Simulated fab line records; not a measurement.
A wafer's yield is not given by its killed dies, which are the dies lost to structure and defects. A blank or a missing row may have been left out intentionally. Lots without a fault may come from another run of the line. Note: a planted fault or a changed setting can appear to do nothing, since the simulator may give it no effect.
Which of the tools did it? ; flow sfq-line ; 14 lots with 40 wafers sampled at 2 steps, on a route of 325 steps

== WHAT THE GAUGES SHOWED, per wafer ==
SFQ_M0_RS_MEAS_904: uses a four-point probe to measure.
lot;measured;on;M0_NB_RS (ohm/sq)
L659;day 4 20:41;film-metro-04;0.899 0.897 0.905
L660;day 5 00:53;film-metro-03;0.873 0.896 0.883
L661;day 5 09:19;film-metro-02;0.866 0.870 0.888
L662;day 5 15:17;film-metro-02;0.900 0.874 0.897
L663;day 5 20:07;film-metro-03;0.880 0.873 0.881
L664;day 6 04:02;film-metro-03;0.879 0.881 0.877
L665;day 6 08:51;film-metro-03;0.886 0.892 0.903
L666;day 6 12:27;film-metro-02;0.891 0.886 0.885
L667;day 6 17:14;film-metro-02;0.897 0.874 0.883
L668;day 6 20:52;film-metro-02;0.885 0.887 0.899
L669;day 7 05:13;film-metro-04;0.697 0.891
L670;day 7 11:10;film-metro-02;0.692 0.877
L679;day 9 05:09;film-metro-02;0.881 0.878 0.894
L681;day 9 13:32;film-metro-04;0.918 0.913 0.900

== EACH LOT AND THE TOOL THAT RAN IT (in order: tool; ch and the chambers of the sampled wafers; start) ==
lot;SFQ_TRILAYER_M0_DEP_SPUTTER_019
L659;pvd-sputter-06, day 4 20:35
L660;pvd-sputter-05, day 5 00:47
L661;pvd-sputter-06, day 5 09:11
L662;pvd-sputter-06, day 5 15:11
L663;pvd-sputter-04, day 5 20:01
L664;pvd-sputter-04, day 6 03:56
L665;pvd-sputter-04, day 6 08:44
L666;pvd-sputter-04, day 6 12:20
L667;pvd-sputter-05, day 6 17:08
L668;pvd-sputter-05, day 6 20:46
L669;pvd-sputter-05, day 7 05:08
L670;pvd-sputter-05, day 7 10:58
L679;pvd-sputter-06, day 9 05:02
L681;pvd-sputter-06, day 9 13:26
- SFQ_TRILAYER_M0_DEP_SPUTTER_019: material Nb, target thk 200 nm, time 133.3 s.

== WHAT THE TOOLS THEMSELVES READ (means of the sampled wafers that have a number; where no wafer has one, the mark that the record gives instead) ==
SFQ_TRILAYER_M0_DEP_SPUTTER_019.
lot;tool;throttle-valve-pct (%)
L659;pvd-sputter-06;29.7
L660;pvd-sputter-05;28.6
L661;pvd-sputter-06;29.6
L662;pvd-sputter-06;29.5
L663;pvd-sputter-04;29.5
L664;pvd-sputter-04;29.6
L665;pvd-sputter-04;29.7
L666;pvd-sputter-04;29.8
L667;pvd-sputter-05;27.7
L668;pvd-sputter-05;27.6
L669;pvd-sputter-05;29.0
L670;pvd-sputter-05;28.4
L679;pvd-sputter-06;30.0
L681;pvd-sputter-06;29.5

== THE ANSWER, worked out from the rows above alone ==
Rule: usual is defined by the lots themselves. The widest of any qualifying gaps counts: lots, ordered by their means at a reading, are off when they make up no more than a third of the lots, leave a main group of 4 or more, and stand apart from it by 3 or more times the standard deviation of that group's means. Not used: any main group whose means are identical at the precision the tables above print for the reading. A lot without any number at a reading at which 4 lots or more have one is off too. All remaining lots with rows at the step are treated as sound. Order of review: gauges by route order, followed by the tools' own readings, for which a lot's mean as printed above is used. The first step at which some lot is off is used, and at that step the reading that is off furthest; a lot without a number counts as furthest.
Off: at SFQ_M0_RS_MEAS_904 (M0_NB_RS), L669, L670. Main group: mean 0.888 ohm/sq, sd 0.0095.
If a tool, at a process step before that reading, ran all the lots that are off and no sound lot after the first of them, it fits. The gauges at SFQ_M0_RS_MEAS_904 are tried like those tools. One fits: pvd-sputter-05 at SFQ_TRILAYER_M0_DEP_SPUTTER_019. Its last sound lot is L668 (day 6 20:46), its first lot that is off L669 (day 7 05:08): a fault that began between those two fits.

== WHAT THE SIMULATOR HAD INSERTED ==
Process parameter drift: pvd-sputter-05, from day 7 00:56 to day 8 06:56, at SFQ_TRILAYER_M0_DEP_SPUTTER_019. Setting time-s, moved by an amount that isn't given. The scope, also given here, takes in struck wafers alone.
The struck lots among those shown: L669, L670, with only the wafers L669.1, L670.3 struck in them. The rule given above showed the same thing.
